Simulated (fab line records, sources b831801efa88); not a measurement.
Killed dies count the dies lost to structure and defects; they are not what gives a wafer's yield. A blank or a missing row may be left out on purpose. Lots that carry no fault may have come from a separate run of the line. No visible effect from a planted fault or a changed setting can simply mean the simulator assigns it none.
Problem report in the 8D (eight disciplines) form, filled by code -- flow sky130 -- the parts of the form that need people (team, actions taken, sign-off) are left out

## 1. THE PROBLEM
At SKY_VT_ADJUST_NCORE_SOFTBAKE_03, heater-power-total-W averages 58.91 W over 6 wafers from 2 lots, while fault-free wafers read 56.60 W, standard deviation 0.043. That puts it +54 standard deviations away from the usual mean.
The step: time 60 s.
Earliest sighting: wafer L341.4 on litho-track-02 at day 10 22:25. The record holds 42 wafers of 14 lots with a number at this step. Rule for "out", or "out of limits": more than 4 standard deviations from the usual mean. Any other wafer with a number is counted as sound.

## 2. WHAT IT IS AND WHAT IT IS NOT
question,is,is not
which readings at this step,"heater-power-total-W, run-length-s",-
which lots,"L341, L343","L333, L335, L336, L337, L338, L348, L349, L350, L351, L352, L353, L355"
which wafers of those lots,all that have a number,-
read on which tools,litho-track-02,"litho-track-01, litho-track-04"
when,from day 10 22:25,"up to then (15 sound wafers); but 21 sound wafers of L348, L349, L350, L351, L352, L353, L355 came after"

## 3. SUSPECTS, AND WHAT RULES EACH OUT
Counting: a tool at a process step up to the reading stays a suspect if it ran every lot that is out and no sound lot after the first of them.
- litho-track-02 at SKY_VT_ADJUST_NCORE_SOFTBAKE_03 (time 60 s): ruled out as a lasting fault. After its first lot that is out, L341 (day 10 22:25), sound lots L351 ran on it.
Left after counting: nothing in the record.

## 4. THE CAUSE (what the simulator had put in)
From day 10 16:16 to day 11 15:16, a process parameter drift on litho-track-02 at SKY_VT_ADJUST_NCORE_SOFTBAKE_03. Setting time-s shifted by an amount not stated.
Counting ruled it out, wrongly.

## 5. THE EFFECT CHAIN, in route order
Each row: a reading whose mean over the struck wafers that have a number lies more than 3 standard deviations from the usual. Scope: only readings with a usual standard deviation given in the record; hours: median across lots of the time from each lot's start at the first step in this table that gives one to its start at this step; sigmas: change in usual standard deviations.
hours,step,reading,usual,on struck wafers,change,sigmas
0,SKY_VT_ADJUST_NCORE_SOFTBAKE_03,heater-power-total-W,56.60 W,58.91,+2.31,+54
0,SKY_VT_ADJUST_NCORE_SOFTBAKE_03,run-length-s,89.12 s,82.46,-6.66,-42
The process steps in it:
- SKY_VT_ADJUST_NCORE_SOFTBAKE_03: time 60 s.
Later measuring or inspecting steps at which every struck wafer that the step has a row for has a number for every such reading, and none has moved that far: SKY_VT_ADJUST_PCH_TW_MEAS_10.

## 6. WHAT WOULD HAVE CAUGHT IT SOONER
In this record no reading fell out of limits until day 10 22:25, 6 hours after the fault had begun at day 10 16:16.
